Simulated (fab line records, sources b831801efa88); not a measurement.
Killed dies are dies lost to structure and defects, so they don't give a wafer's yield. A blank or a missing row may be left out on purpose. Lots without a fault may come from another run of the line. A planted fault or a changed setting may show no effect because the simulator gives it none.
Which tool did it? | flow gf180mcu | 6 lots, 18 wafers sampled, at 2 steps of a route of 602

WHAT THE GAUGES READ, wafer by wafer
GF_VT_IMPLANT_OVL_MEAS_29.
lot  | measured     | on         | VT_IMPLANT_02_OVL (nm)
L866 | day 7 10:22  | overlay-02 | -1.4 -0.1 -0.8
L870 | day 8 11:14  | overlay-02 | -1.2 -0.8 0.0
L874 | day 9 14:01  | overlay-02 | 1.3 2.6 1.5
L878 | day 10 23:58 | overlay-02 | 0.2 1.1 1.5
L883 | day 12 08:34 | overlay-02 | 4.5 4.1 2.9
L884 | day 12 15:42 | overlay-01 | 3.4 1.3 3.4

WHICH TOOL RAN EACH LOT (tool, then ch and the chambers of the sampled wafers, then the start)
lot  | GF_MVSD_STRIP_10
L866 | plasma_asher-02 ch 0,1, day 4 22:47
L870 | plasma_asher-04 ch 0,1, day 5 21:31
L874 | plasma_asher-03 ch 0, day 6 20:24
L878 | plasma_asher-04 ch 0,1, day 8 01:56
L883 | plasma_asher-04 ch 0,1, day 9 07:42
L884 | plasma_asher-02 ch 0,1, day 9 13:53
- GF_MVSD_STRIP_10: strips in O2/N2.

THE ANSWER, worked out from the rows above alone
Rule: what is usual is taken from the lots themselves. Put in order of their means at a reading, lots are off if they are a third of the lots or fewer, leave a main group of 4 or more, and stand apart from it by a gap of 3 or more times the standard deviation of the main group's means; of several such gaps the widest counts. A main group whose means are all the same, to the digits that the tables above print for the reading, isn't used. A lot without any number at a reading at which 4 lots or more have one is off too. The other lots that the step has rows for count as sound.
No lot is off at any reading shown: from this, nothing can be told.

WHAT THE SIMULATOR HAD PUT IN
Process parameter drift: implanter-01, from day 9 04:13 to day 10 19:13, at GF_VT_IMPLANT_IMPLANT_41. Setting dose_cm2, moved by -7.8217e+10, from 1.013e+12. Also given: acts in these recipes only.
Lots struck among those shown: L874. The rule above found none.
